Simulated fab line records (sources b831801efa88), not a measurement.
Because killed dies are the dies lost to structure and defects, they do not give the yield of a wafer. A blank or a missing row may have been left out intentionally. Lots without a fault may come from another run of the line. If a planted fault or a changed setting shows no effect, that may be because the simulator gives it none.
Comparing a struck lot with a sound one :: flow sky130 :: 31 out of 708 route steps
Sound: the wafers L309.2, L309.5, L309.6. Wafers L318.3, L318.4, L318.6 were the ones struck. Last of all comes the cause.
Per side, at each step with rows, come the tool, then ch with its chambers, and then its first start. Under that, the readings that differ: sound wafers :: struck wafers :: difference of the means :: sigmas: that difference in standard deviations of wafers without a fault.
alike: same words and numbers on both sides, and readings whose means sit less than 2 such deviations apart. not compared: any withheld reading, any reading some wafer has no value for, any bound like >300 that may hide the same value, and any number with overlapping values for which the record gives no deviation.
The two part at a step that has a row with sigmas, a row that says differs or no value, or rows on one side only. Numbers that have no deviation but don't overlap get no sigmas and don't part them. A reading missing from all wafers of one side parts the sides only when that side holds two or more wafers.

first, 1 step without rows for these wafers: SKY_PWDE_IMPLANT_08.
SKY_PWDE_STRIP_09: strips in O2/N2.
  sound on plasmaAsher-04 ch 0,1, day 4 10:17; struck on plasmaAsher-04 ch 0,1, day 6 09:40
  alike: drypumpMotorCurrentA, oesProductAu, stripTimeToEndpointS
  not compared: rfHoursCounterH
SKY_PWDE_TW_MEAS_10:
  sound on filmMetro-02 at day 4 10:23; struck on filmMetro-01 at day 6 09:45
  alike: PWDE_TW
then, 7 steps without rows for these wafers: SKY_NWELL_DEHYDRATE_03 (time 60 s); SKY_NWELL_HMDS_04 (prime time 60 s); SKY_NWELL_COAT_05 (resist thk 3000 nm); SKY_NWELL_SOFTBAKE_06; SKY_NWELL_EXPOSE_07 (exposes mask NWM, target cd 840 nm); SKY_NWELL_PEB_08; SKY_NWELL_DEVELOP_09 (develop time 60 s).
SKY_NWELL_OVL_MEAS_10:
  sound on overlay-01 at day 5 04:00; struck on overlay-01 at day 7 04:58
  alike: NWELL_00_OVL
then, 1 step without rows for these wafers: SKY_NWELL_IMPLANT_11.
SKY_NWELL_IMPLANT_12:
  sound on implanter-01 ch 0, day 5 04:12; struck on implanter-01 ch 0, day 7 05:12
reading: doseIonsCm2
sound: 1.3004e+12 1.3003e+12 1.3016e+12
struck: 1.6431e+12 1.6466e+12 1.6468e+12
difference: +3.4473e+11
sigmas: +99 or more

reading: faradayCurrentUA
sound: 7.33 7.11 7.35
struck: 9.25 9.21 9.18
difference: +1.95
sigmas: +15
then, 1 step without rows for these wafers: SKY_NWELL_IMPLANT_13.
SKY_NWELL_STRIP_14: strips in O2/N2.
  sound on plasmaAsher-03 ch 0,1, day 5 04:29; struck on plasmaAsher-03 ch 0,1, day 7 05:29
  alike: drypumpMotorCurrentA, oesProductAu, stripTimeToEndpointS
  not compared: rfHoursCounterH
SKY_NWELL_TW_MEAS_15:
  sound on filmMetro-01 at day 5 04:35; struck on filmMetro-01 at day 7 05:34
  alike: NWELL_TW
then, 7 steps without rows for these wafers: SKY_NWELL_DEHYDRATE_16 (time 60 s); SKY_NWELL_HMDS_17 (prime time 60 s); SKY_NWELL_COAT_18 (resist thk 3000 nm); SKY_NWELL_SOFTBAKE_19; SKY_NWELL_EXPOSE_20 (exposes mask NWM COMPLEMENT, target cd 840 nm); SKY_NWELL_PEB_21; SKY_NWELL_DEVELOP_22 (develop time 60 s).
SKY_NWELL_OVL_MEAS_23:
  sound on overlay-01 at day 5 23:19; struck on overlay-01 at day 8 01:15
  alike: NWELL_01_OVL
then, 1 step without rows for these wafers: SKY_NWELL_IMPLANT_24.
SKY_NWELL_STRIP_25: strips in O2/N2.
  sound on plasmaAsher-01 ch 0,1, day 5 23:30; struck on plasmaAsher-04 ch 0,1, day 8 01:28
  alike: drypumpMotorCurrentA, oesProductAu, stripTimeToEndpointS
  not compared: rfHoursCounterH
SKY_NWELL_TW_MEAS_26:
  sound on filmMetro-02 at day 5 23:37; struck on filmMetro-02 at day 8 01:33
  alike: NWELL_2_TW
then, 1 step without rows for these wafers: SKY_NWELL_CLEAN_27 (cleans in SC1/SC2, time 150 s).
SKY_NWELL_RTA_28: time 30 s.
  sound on rtpAnneal-01 ch 0, day 5 23:44; struck on rtpAnneal-01 ch 0, day 8 01:40
  alike: lampPowerPct, rampUpCPerS, wafer_temp_C_max
SKY_NWELL_RS_MEAS_29: measurement is done with a four-point probe.
  sound on filmMetro-02 at day 5 23:50; struck on filmMetro-04 at day 8 01:47
reading: NWELL_RS (ohm/sq)
sound: 621.0 620.7 620.4
struck: 615.1 612.9 613.5
difference: -6.9
sigmas: -4
-- the record jumps here: 40 days lie between the struck wafers' starts before and after (it left off in module NWELL and takes up again in module PAD_OPEN, whose first step shown is number 708 of the route) --
SKY_PAD_OPEN_PROBE_99:
  sound on prober-02 at day 46 14:40; struck on prober-01 at day 48 12:35
reading: killedAtContacts
sound: 32 25 29
struck: 18 11 20
difference: -12
sigmas: -2

reading: killedDies
sound: 92 79 95
struck: 64 59 71
difference: -24
sigmas: -2

reading: model.etest.nfet_16v.rOnOhmUm
sound: 1.38e+04 1.366e+04 1.382e+04
struck: 1.352e+04 1.342e+04 1.339e+04
difference: -3.167e+02
sigmas: 

reading: model.etest.pfetG5v0d10v5.rOnOhmUm
sound: 4741 4690 4786
struck: 4848 4833 4855
difference: +106
sigmas: 

reading: model.etest.tip_p_5v.rsOhmSq
sound: 2854 2843 2848
struck: 2937 2939 2947
difference: +93
sigmas: 

reading: model.etest.pfetG5v0d10v5.driveUaUm
sound: 346.7 350.5 344.5
struck: 327.6 334.5 330.2
difference: -16.5
sigmas: 

reading: model.etest.pfet_01v8_lvt.driveUaUm
sound: 172.7 175.5 175
struck: 165.6 167.2 167
difference: -7.8
sigmas: 

reading: model.etest.pfet_01v8_lvt.offLog10AUm
sound: -8.754 -8.87 -8.773
struck: -9.626 -9.752 -9.865
difference: -0.949
sigmas: 

reading: model.etest.pfetG5v0d10v5.offLog10AUm
sound: -12.73 -12.53 -12.88
struck: -13.44 -13.27 -13.56
difference: -0.71
sigmas: 

reading: model.etest.ring_5v.delayPs
sound: 44.5 44.38 44.62
struck: 45.38 45.31 45.5
difference: +0.90
sigmas: 
  alike: killed_at_M0_to_M3, killed_at_M4_up, killedAtFrontEnd, killedAtOther, killedOpen, killedShort

## WHERE THEY PART
At SKY_NWELL_IMPLANT_12 first; at SKY_PAD_OPEN_PROBE_99 last (within this record only).

WHY: the cause the simulator had injected
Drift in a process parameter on implanter-01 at SKY_NWELL_IMPLANT_12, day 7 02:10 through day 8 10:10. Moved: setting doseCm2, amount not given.
